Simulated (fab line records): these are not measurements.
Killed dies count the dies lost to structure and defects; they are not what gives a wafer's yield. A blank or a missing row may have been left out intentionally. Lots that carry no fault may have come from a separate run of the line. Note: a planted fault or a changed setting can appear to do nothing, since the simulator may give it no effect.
Matching of chambers / flow gf180mcu / GF_CONTACT_CMP_27 on cmp-02: 4 sister chambers
The step polishes, stops on SiO2, t overpolish 13.57 s, target thk 0 nm. 14 wafers are shown with their chamber, then 7 later ones without.

== EACH WAFER AND ITS CHAMBER ==
wafer=L591.2; chamber=3; motor-current-A (A)=11.8; time-to-endpoint-s (s)=74
wafer=L591.3; chamber=2; motor-current-A (A)=10.4; time-to-endpoint-s (s)=73
wafer=L591.5; chamber=3; motor-current-A (A)=10.9; time-to-endpoint-s (s)=77
wafer=L594.2; chamber=2; motor-current-A (A)=10.4; time-to-endpoint-s (s)=68
wafer=L594.3; chamber=0; motor-current-A (A)=12.1; time-to-endpoint-s (s)=70
wafer=L594.5; chamber=3; motor-current-A (A)=11.1; time-to-endpoint-s (s)=70
wafer=L597.1; chamber=1; motor-current-A (A)=10.6; time-to-endpoint-s (s)=75
wafer=L597.2; chamber=3; motor-current-A (A)=10.7; time-to-endpoint-s (s)=74
wafer=L597.4; chamber=2; motor-current-A (A)=10.3; time-to-endpoint-s (s)=70
wafer=L600.1; chamber=3; motor-current-A (A)=10.7; time-to-endpoint-s (s)=72
wafer=L600.4; chamber=1; motor-current-A (A)=10.9; time-to-endpoint-s (s)=79
wafer=L600.6; chamber=3; motor-current-A (A)=11.6; time-to-endpoint-s (s)=76
wafer=L605.1; chamber=0; motor-current-A (A)=12.1; time-to-endpoint-s (s)=70
wafer=L605.4; chamber=2; motor-current-A (A)=10.2; time-to-endpoint-s (s)=68

SIGNATURES (means of the wafers above)
reading=motor-current-A; chamber 0=12.100; chamber 1=10.750; chamber 2=10.325; chamber 3=11.133; scatter within a chamber=0.341
reading=time-to-endpoint-s; chamber 0=70.00; chamber 1=77.00; chamber 2=69.75; chamber 3=73.83; scatter within a chamber=2.4
Rule: a wafer's distance from a chamber is the root of the sum, over the readings, of the square of ((its reading less the chamber's mean) divided by the reading's scatter). If the next closest chamber is less than 2 further off than the closest, the wafer can't be placed; otherwise it belongs to the closest. The scatter: take each reading less its chamber's mean, square it, sum over the shown wafers, divide by the number of wafers less the number of chambers, and take the root.

== WAFERS WITH NO CHAMBER GIVEN ==
wafer=L605.6; motor-current-A (A)=11.1; time-to-endpoint-s (s)=71
wafer=L606.5; motor-current-A (A)=12.4; time-to-endpoint-s (s)=68
wafer=L607.1; motor-current-A (A)=12.7; time-to-endpoint-s (s)=72
wafer=L607.5; motor-current-A (A)=11.4; time-to-endpoint-s (s)=75
wafer=L609.1; motor-current-A (A)=10.6; time-to-endpoint-s (s)=72
wafer=L609.2; motor-current-A (A)=11.5; time-to-endpoint-s (s)=71
wafer=L609.6; motor-current-A (A)=10.6; time-to-endpoint-s (s)=67

== THE CHAMBER EACH PASSED THROUGH ==
wafer=L605.6; from the rows above=can't be placed: 3 or 2 or 1 or 0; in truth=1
wafer=L606.5; from the rows above=0; in truth=0
wafer=L607.1; from the rows above=0; in truth=0
wafer=L607.5; from the rows above=can't be placed: 3 or 1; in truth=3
wafer=L609.1; from the rows above=can't be placed: 2 or 3 or 1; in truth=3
wafer=L609.2; from the rows above=can't be placed: 3 or 0 or 1 or 2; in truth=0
wafer=L609.6; from the rows above=can't be placed: 2 or 3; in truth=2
Correct placement for 2 of the 7. These rows do not allow placing 5 (true chamber among the candidates in 5). 0 placed wrongly.
